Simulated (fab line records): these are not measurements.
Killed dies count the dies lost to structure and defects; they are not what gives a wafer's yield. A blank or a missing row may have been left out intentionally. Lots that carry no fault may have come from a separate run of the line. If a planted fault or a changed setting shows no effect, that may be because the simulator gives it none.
Struck lot and sound lot, side by side ; flow sky130 ; 34 steps out of a route of 708
Sound: the wafers L221.1, L221.2, L221.3. The struck wafers were L235.2, L235.4, L235.5. Last of all comes the cause.
For every step that has rows: the tool of each side, followed by ch and its chambers, followed by its first start. Under that, the readings that differ: sound wafers ; struck wafers ; difference of the means ; sigmas: that difference in standard deviations of wafers without a fault.
alike: words and numbers the same on both sides, and readings whose means are apart by under 2 such deviations; not compared: readings that were withheld, readings missing a value for some wafer, numbers with overlapping values and no deviation given by the record, and bounds like >300 which may hide the same value.
The two part at a step that has a row with sigmas, a row that says differs or no value, or rows on one side only. Non-overlapping numbers with no deviation appear without sigmas and do not part them. A reading missing from all wafers of one side parts the sides only when that side holds two or more wafers.

first, 7 steps without rows for these wafers: SKY_SONOS_TUNNEL_DEVELOP_06 (develop time 60 s); SKY_SONOS_TUNNEL_IMPLANT_09; SKY_SONOS_TUNNEL_WET_ETCH_10 (etches SiO2 in dHF, target depth 14 nm, time 280 s); SKY_SONOS_TUNNEL_STRIP_11 (strips in SPM, time 600 s); SKY_SONOS_TUNNEL_CLEAN_13 (cleans in dHF, time 20 s); SKY_SONOS_ONO_OXIDATION_00 (stabilise 600 s, purge 300 s, target thk 2.6 nm); SKY_SONOS_ONO_CVD_02 (deposits Si3N4 from DCS/NH3, target thk 10.5 nm, time 180 s).
SKY_SONOS_ONO_CVD_04: deposits SiO2 from SiH4/N2O, target thk 5.7199 nm.
  sound on lpcvd-03 ch 0, day 12 18:56; struck on lpcvd-03 ch 1, day 17 20:35
reading;sound;struck;difference;sigmas
model.SiO2_of_SONOS_ONO_CVD_04.thkNm (nm);5.786 5.807 5.645;6.896 6.885 6.925;+1.156;
  alike: spikeTcCentreC
SKY_SONOS_ONO_THK_MEAS_05:
  sound on filmMetro-02, day 12 20:11; struck on filmMetro-03, day 17 21:51
reading;sound;struck;difference;sigmas
SONOS_ONO_CVD_04_THK (nm);5.83 5.81 5.67;6.88 6.90 6.91;+1.13;+9
then, 23 steps without rows for these wafers: SKY_SONOS_ONO_DEHYDRATE_06 (time 60 s); SKY_SONOS_ONO_HMDS_07 (prime time 60 s); SKY_SONOS_ONO_COAT_08 (resist thk 1140 nm); SKY_SONOS_ONO_SOFTBAKE_09 (time 60 s); SKY_SONOS_ONO_EXPOSE_10 (exposes mask ONOM, target cd 410 nm); SKY_SONOS_ONO_PEB_11; SKY_SONOS_ONO_DEVELOP_12 (develop time 60 s); SKY_SONOS_ONO_ETCH_15 (etches the open film in CHF3/O2, target depth 19.52 nm, time 7.8 s); SKY_SONOS_ONO_WET_ETCH_16 (etches SiO2 in dHF, target depth 14 nm, time 280 s); SKY_SONOS_ONO_STRIP_17 (strips in O2/N2); SKY_SONOS_ONO_WET_ETCH_18 (etches Si3N4 in H3PO4, target depth 15 nm, time 172 s); SKY_GATE_OXIDE_CLEAN_00 (cleans in SC1/SC2, time 150 s); SKY_GATE_OXIDE_OXIDATION_01 (stabilise 600 s, purge 300 s, target thk 10.268 nm); SKY_GATE_OXIDE_DEHYDRATE_03 (time 60 s); SKY_GATE_OXIDE_HMDS_04 (prime time 60 s); SKY_GATE_OXIDE_COAT_05 (resist thk 1140 nm); SKY_GATE_OXIDE_SOFTBAKE_06 (time 60 s); SKY_GATE_OXIDE_EXPOSE_07 (exposes mask LVOM, target cd 600 nm); SKY_GATE_OXIDE_PEB_08; SKY_GATE_OXIDE_DEVELOP_09 (develop time 60 s); SKY_GATE_OXIDE_IMPLANT_11; SKY_GATE_OXIDE_WET_ETCH_12 (etches SiO2 in dHF, target depth 16.8 nm, time 336 s); SKY_GATE_OXIDE_STRIP_13 (strips in O2/N2).
-- the record jumps here: 3 days lie between the struck wafers' starts before and after --
SKY_GATE_OXIDE_CLEAN_15: cleans in SC1/SC2, time 150 s.
  sound on wetBench-01 ch 3, day 15 03:41; struck on wetBench-03 ch 3, day 20 13:58
reading;sound;struck;difference;sigmas
model.SiO2_of_SONOS_ONO_CVD_04.thkNm (nm);4.273 4.295 4.133;5.37 5.362 5.401;+1.14;
  alike: bathHeatDutyPct
-- the record jumps here: 30 days lie between the struck wafers' starts before and after (it left off in module GATE_OXIDE and takes up again in module PAD_OPEN, whose first step shown is number 708 of the route) --
SKY_PAD_OPEN_PROBE_99:
  sound on prober-01, day 46 15:53; struck on prober-01, day 50 02:20
reading;sound;struck;difference;sigmas
model.etest.sonosErased.driveUaUm;192.7 192.7 167.8;107.1 106 84.32;-85.3;
model.etest.sonosUncharged.rOnOhmUm;800.7 800 802.1;871.7 852.1 862.4;+61.1;
model.etest.sonosProgrammed.offLog10AUm;-14 -14.03 -13.89;-10.97 -11.37 -10.21;+3.12;
model.etest.capOno.gateLog10ACm2;-7.969 -8.062 -7.735;-9.794 -9.673 -9.708;-1.803;
model.etest.capOno.gateBvV (V);16.47 16.67 15.56;18.35 18.37 17.81;+1.94;
model.etest.capOno.toxAccNm (nm);12.96 12.93 12.74;14.25 14.24 14.26;+1.37;
model.etest.sonosProgrammed.vtV (V);1.446 1.444 1.557;0.6663 0.7236 0.6074;-0.8166;
  alike: killed_at_M0_to_M3, killed_at_M4_up, killedAtContacts, killedAtFrontEnd, killedAtOther, killedDies, killedOpen, killedShort, model.etest.capOno.underFloor

== WHERE THEY PART ==
Only at SKY_SONOS_ONO_THK_MEAS_05, within this record. Later steps at which nothing parts them and some readings are alike: SKY_GATE_OXIDE_CLEAN_15, SKY_PAD_OPEN_PROBE_99.

WHY: what the simulator had put in
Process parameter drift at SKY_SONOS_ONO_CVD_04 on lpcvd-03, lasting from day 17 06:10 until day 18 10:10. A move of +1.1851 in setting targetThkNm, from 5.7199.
